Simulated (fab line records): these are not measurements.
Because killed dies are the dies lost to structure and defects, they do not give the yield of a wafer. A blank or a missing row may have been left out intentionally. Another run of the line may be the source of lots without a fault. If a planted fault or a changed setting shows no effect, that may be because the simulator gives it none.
Which tool was responsible?    flow sky130    at 1 step of a route of 708, 6 lots with 18 wafers sampled

WHAT THE GAUGES READ, wafer by wafer
SKY_GATE_OXIDE_OVL_MEAS_10.
lot   measured      on          GATE_OXIDE_OVL (nm)
L406  day 15 06:04  overlay-01  -0.4 0.1 0.8
L409  day 16 12:32  overlay-01  -1.0 0.0 0.2
L411  day 17 02:11  overlay-01  -2.0 -0.9 -0.5
L412  day 17 14:43  overlay-02  3.1 1.8 1.5
L421  day 22 07:49  overlay-02  0.2 -0.8 -0.9
L422  day 22 14:34  overlay-02  0.0 1.9 0.7

TOOL THAT RAN EACH LOT (tool first, then ch and the chambers of the sampled wafers, then the start)
The record holds no process step before these readings.

THE ANSWER, worked out from the rows above alone
Rule: usual is defined by the lots themselves. Put in order of their means at a reading, lots are off if they are a third of the lots or fewer, leave a main group of 4 or more, and stand apart from it by a gap of 3 or more times the standard deviation of the main group's means; of several such gaps the widest counts. A main group is skipped when, at the precision printed for the reading in the tables above, its means are all equal. A lot without any number at a reading at which 4 lots or more have one is off too. All remaining lots with rows at the step are treated as sound.
No lot is off at any reading shown: from this, nothing can be told.

WHAT THE SIMULATOR HAD INSERTED
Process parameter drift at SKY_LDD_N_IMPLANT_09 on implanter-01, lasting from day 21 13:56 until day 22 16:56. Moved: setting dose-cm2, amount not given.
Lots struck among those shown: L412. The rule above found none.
